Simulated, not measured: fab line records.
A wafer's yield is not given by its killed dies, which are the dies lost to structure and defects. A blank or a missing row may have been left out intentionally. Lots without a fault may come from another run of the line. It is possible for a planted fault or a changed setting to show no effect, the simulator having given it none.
A single fault, viewed from 2 desks | flow gf180mcu | each desk has only its own numbers; what lay behind them comes last

## DESK OF THE TOOL OWNER: pvd_sputter-03
The tool's own readings at GF_V4_SPUTTER_21 (material Ti, target thk 15 nm, time 80.02 s): means of the sampled wafers that have a number, for each lot that ran on this tool. The brackets show how far a lot's mean lies from the usual mean; more than 4 standard deviations puts the lot out of limits, marked OUT.
Columns: A = chamber_pressure_pa at GF_V4_SPUTTER_21, usual 4.999 Pa; B = throttle_valve_pct at GF_V4_SPUTTER_21, usual 30.1 %
lot  | first seen here | A               | B
L984 | day 27 01:02    | 4.986           | 29.6
L992 | day 29 17:36    | 5.695 (+73) OUT | 28.0
Finding of this desk: L992 out of limits; the first was L992 at day 29 17:36, on chamber_pressure_pa at GF_V4_SPUTTER_21. In limits: L984.

## AT THE METROLOGY DESK
What the gauges read, lot by lot, whatever tool the lot ran on: means of the sampled wafers that have a number. The brackets show how far a lot's mean lies from the usual mean; more than 4 standard deviations puts the lot out of limits, marked OUT.
Columns: A = cd_nm at GF_V4_CD_MEAS_14, usual 259.8 nm; B = V4_OVL at GF_V4_OVL_MEAS_15, usual 4 nm
lot  | first seen here | A     | B
L984 | day 27 00:14    | 258.5 | -3
L985 | day 27 03:14    | 260.9 | 3
L992 | day 29 16:45    | 259.6 | -2
L998 | day 30 17:47    | 260.7 | 10
L100 | day 31 08:41    | 260.2 | 6
Result from this desk: across the 5 lots, nothing is out of limits.

## TAKEN TOGETHER
An alarm could have come from the tool owner's desk at day 29 17:36, on L992.
At the metrology desk, nothing out of limits was observed.
The metrology desk holds a record of L992, inside its limits.
GF_V4_SPUTTER_21 was run on pvd_sputter-03 by each of the lots named.

## WHAT HAD BEEN PUT IN BY THE SIMULATOR
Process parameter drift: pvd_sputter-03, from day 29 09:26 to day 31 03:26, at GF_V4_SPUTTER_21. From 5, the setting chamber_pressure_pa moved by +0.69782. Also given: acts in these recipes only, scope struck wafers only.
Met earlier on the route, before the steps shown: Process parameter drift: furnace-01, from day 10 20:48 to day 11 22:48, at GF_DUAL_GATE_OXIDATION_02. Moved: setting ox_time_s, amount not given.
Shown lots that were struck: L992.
Hours from the fault's start to each desk's first reading out of limits: the tool owner's desk, 8.
